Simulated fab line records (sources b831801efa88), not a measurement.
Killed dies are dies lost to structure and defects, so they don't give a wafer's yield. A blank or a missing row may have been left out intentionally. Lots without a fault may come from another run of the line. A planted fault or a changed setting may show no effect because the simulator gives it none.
fab line records	flow sky130
record lots=13	wafers=39	last_day=50
route steps=708 shown RES_XHIGH@339 PAD_OPEN@708
lots that met no fault: taken from a fault-free run of the same line
start_h: hours from the record's first day to the start of the lot's first wafer shown	wait_h: hours elapsed since this lot's preceding step	" as in the row above	L1.1+2: several wafers, shown together as one row	- no value, or no start was given	* or withheld: withheld	< > ~ a bound
route shown NAME@n: names a module that has steps shown in the file, with the first one's number in the route	usual: mean and standard deviation over wafers with no fault	same: alike in all rows	chamber/n: place in a boat	sites: each site's reading	_std_site: how widely they spread, as a standard deviation	_edge_site: inner sites' mean taken away from outer sites' mean	radius_mm: for every site, how far away it sits from the centre of the wafer	mask NAME#n: copy n	behind: the tool/chamber that last shaped the wafer	hold: cause of the lot's hold/its duration in hours/its outcome	device: the transistor (n, p or np) that didn't switch	end of line: tests of these same wafers at the route's end	where a step has no rows: the recipe by itself	killed: the dies lost at the first sort to structure and to defects; this is not the yield of the wafer	map: dies across one wafer; x = killed, . = not, _ = none there
set.NAME: the setting the step ran with; set.NAME@STEP: the setting that earlier step ran with	model.NAME: the simulator's own value behind a step, which no gauge read
route steps across a sampled set of lots; one table per step, one row per wafer
services: when a tool's chamber went out of use (start_h, in hours from the record's first day, below 0 if earlier), for how many hours, and the reason
## steps
# step SKY_RES_XHIGH_IMPLANT_07
# recipe species=BF2	energy_kev=20	dose_cm2=3.6e+14	tilt_deg=0
# usual beam_on_s=37.6/2	dose_ions_cm2=3.6e+14/3.9e+11	faraday_current_uA=541/29
# same implant_ion_amu=49
lot.wafer	tool	chamber	start_h	wait_h	beam_on_s	dose_ions_cm2	faraday_current_uA
L793.2	implanter-01	0	605.89	0.1	39.7	3.593e+14	511
L793.4	"	0	"	"	39.0	3.607e+14	519
L793.5	"	0	"	"	39.1	3.605e+14	520
L794.1	implanter-02	0	619.85	0.1	35.0	3.604e+14	580
L794.3	"	0	"	"	36.3	3.602e+14	558
L794.6	"	0	"	"	36.1	3.602e+14	562
L801.2	implanter-02	0	682.72	0.1	22.7	2.309e+14	571
L801.5	"	0	"	"	22.9	2.31e+14	567
L801.6	"	0	"	"	22.4	2.313e+14	582
L802.2	implanter-02	0	687.69	0.1	22.7	2.312e+14	575
L802.4	"	0	"	"	23.0	2.308e+14	565
L802.5	"	0	"	"	22.9	2.311e+14	570
L805.3	implanter-03	0	707.90	0.1	39.5	3.605e+14	514
L805.5	"	0	"	"	39.0	3.604e+14	521
L805.6	"	0	"	"	39.7	3.603e+14	511
L809.2	implanter-01	0	747.44	0.1	39.9	3.604e+14	509
L809.4	"	0	"	"	38.4	3.607e+14	530
L809.6	"	0	"	"	39.2	3.599e+14	516
L810.3	implanter-03	0	748.65	0.1	38.4	3.602e+14	528
L810.5	"	0	"	"	39.3	3.604e+14	516
L810.6	"	0	"	"	39.1	3.605e+14	517
L811.1	implanter-01	0	753.64	0.1	40.5	3.596e+14	502
L811.4	"	0	"	"	40.0	3.597e+14	508
L811.5	"	0	"	"	39.5	3.596e+14	512
L812.2	implanter-02	0	768.37	0.1	34.3	3.61e+14	593
L812.3	"	0	"	"	35.5	3.6e+14	571
L812.5	"	0	"	"	35.6	3.604e+14	569
L813.1	implanter-03	0	772.36	0.1	38.4	3.608e+14	533
L813.2	"	0	"	"	38.2	3.607e+14	531
L813.6	"	0	"	"	38.4	3.606e+14	530
L814.1	implanter-01	0	773.09	0.1	38.8	3.601e+14	523
L814.2	"	0	"	"	39.4	3.597e+14	515
L814.3	"	0	"	"	40.0	3.594e+14	507
L815.2	implanter-01	0	785.99	0.1	40.1	3.595e+14	506
L815.3	"	0	"	"	38.8	3.601e+14	522
L815.6	"	0	"	"	40.4	3.608e+14	501
L816.2	implanter-02	0	794.54	0.1	36.3	3.603e+14	562
L816.3	"	0	"	"	35.8	3.606e+14	567
L816.5	"	0	"	"	35.2	3.599e+14	575
# step SKY_RES_XHIGH_STRIP_08
# recipe chemistry=O2/N2	power_w=1400	pressure_mtorr=1500	platen_temp_c=withheld	o2_flow_sccm=3000	n2_flow_sccm=300	overash_fraction=0.5
# usual drypump_motor_current_A=5.6/0.43	oes_product_au=0.711/0.0047	strip_time_to_endpoint_s=14.28/0.037
lot.wafer	tool	chamber	start_h	wait_h	drypump_motor_current_A	oes_product_au	rf_hours_counter_h	strip_time_to_endpoint_s
L793.2	plasma_asher-04	0	606.01	0.1	6.3	0.718	77	14.24
L793.4	"	0	"	"	6.3	0.704	-	14.30
L793.5	"	0	"	"	6.3	0.712	-	14.29
L794.1	plasma_asher-04	1	620.00	0.1	5.2	0.711	78	14.30
L794.3	"	1	"	"	5.2	0.710	-	14.29
L794.6	"	0	"	"	6.3	0.721	-	14.28
L801.2	plasma_asher-02	0	682.85	0.1	5.2	0.726	24	14.16
L801.5	"	0	"	"	5.2	0.720	-	14.18
L801.6	"	1	"	"	5.5	0.721	-	14.17
L802.2	plasma_asher-02	0	687.81	0.1	5.2	0.718	25	14.20
L802.4	"	1	"	"	5.5	0.726	-	14.16
L802.5	"	0	"	"	5.2	0.709	-	14.18
L805.3	plasma_asher-04	1	708.03	0.1	5.2	0.706	-	14.30
L805.5	"	1	"	"	5.2	0.716	-	14.24
L805.6	"	0	"	"	6.3	0.700	-	14.25
L809.2	plasma_asher-04	1	747.56	0.1	5.2	0.712	92	14.33
L809.4	"	0	"	"	6.3	0.716	-	14.26
L809.6	"	0	"	"	6.3	0.717	-	14.27
L810.3	plasma_asher-04	0	748.78	0.1	6.3	0.707	-	14.35
L810.5	"	0	"	"	6.3	0.710	-	14.33
L810.6	"	1	"	"	5.2	0.713	-	14.31
L811.1	plasma_asher-03	0	753.79	0.1	6.0	0.709	1	14.28
L811.4	"	1	"	"	6.0	0.708	-	14.29
L811.5	"	1	"	"	6.0	0.711	-	14.27
L812.2	plasma_asher-03	1	768.49	0.1	6.0	0.710	3	14.22
L812.3	"	1	"	"	6.0	0.704	-	14.26
L812.5	"	0	"	"	6.0	0.711	-	14.32
L813.1	plasma_asher-03	1	772.51	0.1	6.0	0.713	3	14.31
L813.2	"	0	"	"	6.0	0.705	3	14.28
L813.6	"	1	"	"	6.0	0.707	-	14.31
L814.1	plasma_asher-02	1	773.24	0.1	5.5	0.707	34	14.36
L814.2	"	0	"	"	5.2	0.712	34	14.35
L814.3	"	0	"	"	5.2	0.712	-	14.36
L815.2	plasma_asher-02	1	786.11	0.1	5.5	0.706	35	14.33
L815.3	"	0	"	"	5.2	0.712	-	14.31
L815.6	"	0	"	"	5.2	0.714	-	14.32
L816.2	plasma_asher-02	1	794.66	0.1	5.5	0.715	36	14.29
L816.3	"	0	"	"	5.2	0.714	-	14.27
L816.5	"	0	"	"	5.2	0.708	-	14.27
# step SKY_RES_XHIGH_TW_MEAS_09
# usual RES_XHIGH_TW=1656/9.4
lot.wafer	tool	chamber	start_h	wait_h	RES_XHIGH_TW
L793.2	film_metro-02	-	606.12	0.1	1655
L793.4	"	-	"	"	1654
L793.5	"	-	"	"	1651
L794.1	film_metro-02	-	620.10	0.1	1652
L794.3	"	-	"	"	1660
L794.6	"	-	"	"	1664
L801.2	film_metro-04	-	682.96	0.1	1461
L801.5	"	-	"	"	1453
L801.6	"	-	"	"	1452
L802.2	film_metro-04	-	687.92	0.1	1451
L802.4	"	-	"	"	1457
L802.5	"	-	"	"	1449
L805.3	film_metro-01	-	708.12	0.1	1647
L805.5	"	-	"	"	1643
L805.6	"	-	"	"	1647
L809.2	film_metro-01	-	747.67	0.1	1634
L809.4	"	-	"	"	1632
L809.6	"	-	"	"	1637
L810.3	film_metro-04	-	748.87	0.1	1663
L810.5	"	-	"	"	1669
L810.6	"	-	"	"	1660
L811.1	film_metro-02	-	753.89	0.1	1660
L811.4	"	-	"	"	1665
L811.5	"	-	"	"	1662
L812.2	film_metro-02	-	768.60	0.1	1661
L812.3	"	-	"	"	1656
L812.5	"	-	"	"	1655
L813.1	film_metro-04	-	772.61	0.1	1651
L813.2	"	-	"	"	1651
L813.6	"	-	"	"	1657
L814.1	film_metro-01	-	773.34	0.1	1658
L814.2	"	-	"	"	1642
L814.3	"	-	"	"	1656
L815.2	film_metro-02	-	786.22	0.1	1648
L815.3	"	-	"	"	1646
L815.6	"	-	"	"	1650
L816.2	film_metro-04	-	794.77	0.1	1656
L816.3	"	-	"	"	1666
L816.5	"	-	"	"	1658
# step SKY_SD_N_RS_MEAS_18
# recipe thk_meas_gauge=four-point-probe
# usual RES_XHIGH_RS=332.8/1.2
lot.wafer	tool	chamber	start_h	wait_h	RES_XHIGH_RS[ohm/sq]
L793.2	film_metro-02	-	635.41	0.1	331.9
L793.4	"	-	"	"	330.8
L793.5	"	-	"	"	332.1
L794.1	film_metro-02	-	649.34	0.1	329.5
L794.3	"	-	"	"	330.3
L794.6	"	-	"	"	331.2
L801.2	film_metro-02	-	711.69	0.1	474.8
L801.5	"	-	"	"	477.1
L801.6	"	-	"	"	477.2
L802.2	film_metro-02	-	716.86	0.1	476.4
L802.4	"	-	"	"	475.8
L802.5	"	-	"	"	475.8
L805.3	film_metro-01	-	735.94	0.1	333.5
L805.5	"	-	"	"	333.8
L805.6	"	-	"	"	334.4
L809.2	film_metro-02	-	775.79	0.1	332.0
L809.4	"	-	"	"	334.0
L809.6	"	-	"	"	333.4
L810.3	film_metro-02	-	777.01	0.1	333.8
L810.5	"	-	"	"	333.4
L810.6	"	-	"	"	334.2
L811.1	film_metro-04	-	781.35	0.1	332.9
L811.4	"	-	"	"	332.8
L811.5	"	-	"	"	332.8
L812.2	film_metro-01	-	796.84	0.1	333.4
L812.3	"	-	"	"	332.7
L812.5	"	-	"	"	333.5
L813.1	film_metro-01	-	801.19	0.1	333.1
L813.2	"	-	"	"	334.7
L813.6	"	-	"	"	333.3
L814.1	film_metro-02	-	802.09	0.1	331.7
L814.2	"	-	"	"	333.0
L814.3	"	-	"	"	331.5
L815.2	film_metro-02	-	813.64	0.1	334.5
L815.3	"	-	"	"	334.6
L815.6	"	-	"	"	334.7
L816.2	film_metro-01	-	823.19	0.1	331.8
L816.3	"	-	"	"	331.6
L816.5	"	-	"	"	331.6
# step SKY_PAD_OPEN_PROBE_99
# usual killed_at_M0_to_M3=44/6.4	killed_at_M4_up=3.4/2.1	killed_at_contacts=23/5	killed_at_front_end=15/4.5	killed_at_other=0.3/0.54	killed_dies=86/9.5	killed_open=48/6.9	killed_short=38/5.9
# same gross_dies=492	killed_at_back_side=0
lot.wafer	tool	chamber	start_h	wait_h	killed_at_M0_to_M3	killed_at_M4_up	killed_at_contacts	killed_at_front_end	killed_at_other	killed_dies	killed_open	killed_short
L802.2	prober-02	-	1126.78	0.1	38	2	23	17	0	80	39	41
L802.4	prober-02	-	1126.88	0.2	41	0	29	16	0	86	57	29
L802.5	prober-02	-	1126.93	0.2	36	2	26	8	0	72	41	31
L810.3	prober-02	-	1169.66	0.2	45	2	25	18	0	90	54	36
L810.5	prober-02	-	1169.76	0.2	46	4	26	20	1	97	52	45
L810.6	prober-02	-	1169.81	0.2	48	5	13	22	0	88	49	36
# killed by level:class
L802.2 VIA1:geometric_particle:open=9 LI_CONTACT:geometric_particle:short=8 LI_CONTACT:geometric_particle:open=6 VIA3:geometric_particle:open=6 FIELD_ISO:geometric_particle:open=5 METAL1:geometric_particle:short=5 VIA1:geometric_particle:short=5 CONTACT:geometric_particle:open=4
L802.4 VIA1:geometric_particle:open=11 LI_CONTACT:geometric_particle:open=10 CONTACT:geometric_particle:open=10 FIELD_ISO:geometric_particle:open=7 VIA2:geometric_particle:open=7 VIA3:geometric_particle:open=7 VIA1:geometric_particle:short=6 POLY_GATE:geometric_particle:short=4
L802.5 CONTACT:geometric_particle:open=10 VIA1:geometric_particle:open=9 LI_CONTACT:geometric_particle:open=6 METAL1:geometric_particle:short=6 METAL2:geometric_particle:short=5 VIA3:geometric_particle:open=5 CONTACT:geometric_particle:short=4 VIA2:geometric_particle:open=4
L810.3 CONTACT:geometric_particle:open=11 LI_CONTACT:geometric_particle:open=7 VIA3:geometric_particle:open=7 METAL1:geometric_particle:short=6 VIA1:geometric_particle:open=6 FIELD_ISO:geometric_particle:open=5 METAL2:geometric_particle:short=5 VIA2:geometric_particle:open=5
L810.5 LI_CONTACT:geometric_particle:open=9 VIA1:geometric_particle:open=8 FIELD_ISO:geometric_particle:short=7 POLY_GATE:geometric_particle:open=7 CONTACT:geometric_particle:open=7 VIA1:geometric_particle:short=7 VIA2:geometric_particle:open=6 VIA3:geometric_particle:open=5
L810.6 VIA3:geometric_particle:open=11 VIA2:geometric_particle:open=9 VIA1:geometric_particle:open=8 POLY_GATE:geometric_particle:short=6 CONTACT:geometric_particle:open=6 POLY_GATE:geometric_particle:open=5 FIELD_ISO:geometric_particle:short=4 METAL4:geometric_particle:short=4
## services
tool	chamber	start_h	hours	kind
plasma_asher-03	-	609.04	1.1	repair
implanter-01	-	632.75	1.8	repair
plasma_asher-03	-	646.50	1.6	repair
implanter-03	-	657.37	4.6	repair
plasma_asher-02	-	661.08	13.5	repair
plasma_asher-03	-	678.77	5.7	repair
implanter-03	-	719.94	6.5	repair
implanter-03	-	727.46	6.1	repair
plasma_asher-03	-	733.75	9.0	pm
plasma_asher-03	0	733.75	9.0	vent_cycle
plasma_asher-03	1	733.75	9.0	vent_cycle
implanter-01	-	741.15	4.2	repair
plasma_asher-03	0	742.75	-	clean
plasma_asher-03	1	742.75	-	clean
plasma_asher-02	-	753.23	4.1	repair
implanter-01	-	773.24	4.9	pm
implanter-02	-	778.46	0.5	repair
## key
first_sign step=SKY_RES_XHIGH_IMPLANT_07	reading=dose_ions_cm2	direction=down	sigmas=99+	usual=*	struck=*
effect step=SKY_RES_XHIGH_IMPLANT_07	reading=beam_on_s	direction=down	sigmas=7.4	usual=37.6	struck=22.8
effect step=SKY_RES_XHIGH_STRIP_08	reading=strip_time_to_endpoint_s	direction=down	sigmas=2.8	usual=*	struck=*
effect step=SKY_RES_XHIGH_TW_MEAS_09	reading=RES_XHIGH_TW	direction=down	sigmas=21	usual=1656	struck=1454
effect step=SKY_SD_N_RS_MEAS_18	reading=RES_XHIGH_RS	direction=up	sigmas=99+	usual=332.8	struck=476.2
met_at SKY_RES_XHIGH_IMPLANT_07
struck_lots L801,L802
tester_left_out L801,L802
onset_between 619.85 682.72
fault kind=process_parameter_drift	tool=implanter-02	chamber=-	onset_h=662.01	steps=SKY_RES_XHIGH_IMPLANT_07	channel=dose_cm2	offset=*	shape=step	end_h=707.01	acts_in=*	stated=*
# tester_left_out: of these lots the tester's yield and bins aren't shown, on N5 and GAA mostly nor the transistor test; their killed dies are dies lost to structure and defects alone, not to doping, threshold or leakage, so they don't give the yield
